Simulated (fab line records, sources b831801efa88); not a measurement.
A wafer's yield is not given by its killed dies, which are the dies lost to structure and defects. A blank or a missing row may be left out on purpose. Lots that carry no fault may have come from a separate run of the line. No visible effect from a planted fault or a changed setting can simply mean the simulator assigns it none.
Comparing a struck lot with a sound one + flow sky130 + 17 out of 708 route steps
Sound: the wafers L631.2, L631.4, L631.6. Struck: wafer L635.2. (L635.1, L635.4 of the same lot were not struck and are left out.) The cause comes at the end.
Order at every step that has rows: each side's tool, ch and its chambers, its first start. Under that, the readings that differ: sound wafers + struck wafers + difference of the means + sigmas: that difference in standard deviations of wafers without a fault.
alike: same words and numbers on both sides, and readings whose means sit less than 2 such deviations apart. not compared: any withheld reading, any reading some wafer has no value for, any bound like >300 that may hide the same value, and any number with overlapping values for which the record gives no deviation.
The two part at a step that has a row with sigmas, a row that says differs or no value, or rows on one side only. Numbers that have no deviation but don't overlap get no sigmas and don't part them. A reading that every wafer of one side lacks parts them only if that side has two wafers or more.

first, 1 step without rows for these wafers: SKY_NWELL_IMPLANT_24.
SKY_NWELL_STRIP_25: strips in O2/N2.
  sound on plasma-asher-02 ch 1, day 6 18:50; struck on plasma-asher-02 ch 0, day 7 16:31
| reading                     | sound       | struck | difference | sigmas |
|-----------------------------|-------------|--------|------------|--------|
| drypump-motor-current-A (A) | 5.6 5.6 5.6 | 4.9    | -0.7       | -2     |
  alike: chamber-pressure-mTorr, oes-product-au, strip-time-to-endpoint-s
  not compared: rf-hours-counter-h
SKY_NWELL_TW_MEAS_26:
  struck on film-metro-03, day 7 16:37; sound on film-metro-04, day 6 18:57
  alike: NWELL_2_TW
then, 1 step without rows for these wafers: SKY_NWELL_CLEAN_27 (cleans in SC1/SC2, time 150 s).
SKY_NWELL_RTA_28: time 30 s.
  sound on rtp-anneal-02 ch 0, day 6 19:08; struck on rtp-anneal-01 ch 0, day 7 16:43
  alike: lamp-power-pct, wafer_temp_C_max
SKY_NWELL_RS_MEAS_29: measurement is done with a four-point probe.
  struck on film-metro-04, day 7 16:49; sound on film-metro-02, day 6 19:14
  alike: NWELL_RS
SKY_NWELL_RS_MEAS_31: measurement is done with a four-point probe.
  struck on film-metro-04, day 7 17:04; sound on film-metro-02, day 6 19:28
  alike: PWDE_RS
then, 4 steps without rows for these wafers: SKY_VT_ADJUST_HVTP_DEHYDRATE_00 (time 60 s); SKY_VT_ADJUST_HVTP_HMDS_01 (prime time 60 s); SKY_VT_ADJUST_HVTP_COAT_02 (resist thk 1140 nm); SKY_VT_ADJUST_HVTP_SOFTBAKE_03 (time 60 s).
SKY_VT_ADJUST_HVTP_EXPOSE_04: exposes mask HVTPM, target cd 380 nm.
  sound on iline-stepper-01 ch 0, day 7 05:35; struck on iline-stepper-02 ch 0, day 8 03:27
  alike: mask
then, 2 steps without rows for these wafers: SKY_VT_ADJUST_HVTP_PEB_05; SKY_VT_ADJUST_HVTP_DEVELOP_06 (develop time 60 s).
SKY_VT_ADJUST_HVTP_CD_MEAS_07: the cd target is 380 nm.
  struck on cd-sem-02, day 8 13:29; sound on cd-sem-02, day 7 15:29
| reading    | sound             | struck | difference | sigmas |
|------------|-------------------|--------|------------|--------|
| cd-nm (nm) | 379.8 377.9 374.1 | 369.4  | -7.9       | -3     |
  not compared: hold
SKY_VT_ADJUST_HVTP_OVL_MEAS_08:
  struck on overlay-01, day 8 16:11; sound on overlay-01, day 7 15:35
| reading                 | sound          | struck                   | difference                   | sigmas |
|-------------------------|----------------|--------------------------|------------------------------|--------|
| hold                    | - - -          | await-dispo/2.6h/release | no value on the sound wafers |        |
| VT_ADJUST_HVTP_OVL (nm) | -2.2 -0.4 -0.4 | 2.2                      | +3.2                         | +2     |
SKY_PAD_OPEN_PROBE_99:
  sound wafers here have rows in the record (prober-01, day 47 11:05); struck ones have none

## WHERE THEY PART
Last at SKY_PAD_OPEN_PROBE_99 as far as this record goes, first at SKY_NWELL_STRIP_25.

WHY: what had been put in by the simulator
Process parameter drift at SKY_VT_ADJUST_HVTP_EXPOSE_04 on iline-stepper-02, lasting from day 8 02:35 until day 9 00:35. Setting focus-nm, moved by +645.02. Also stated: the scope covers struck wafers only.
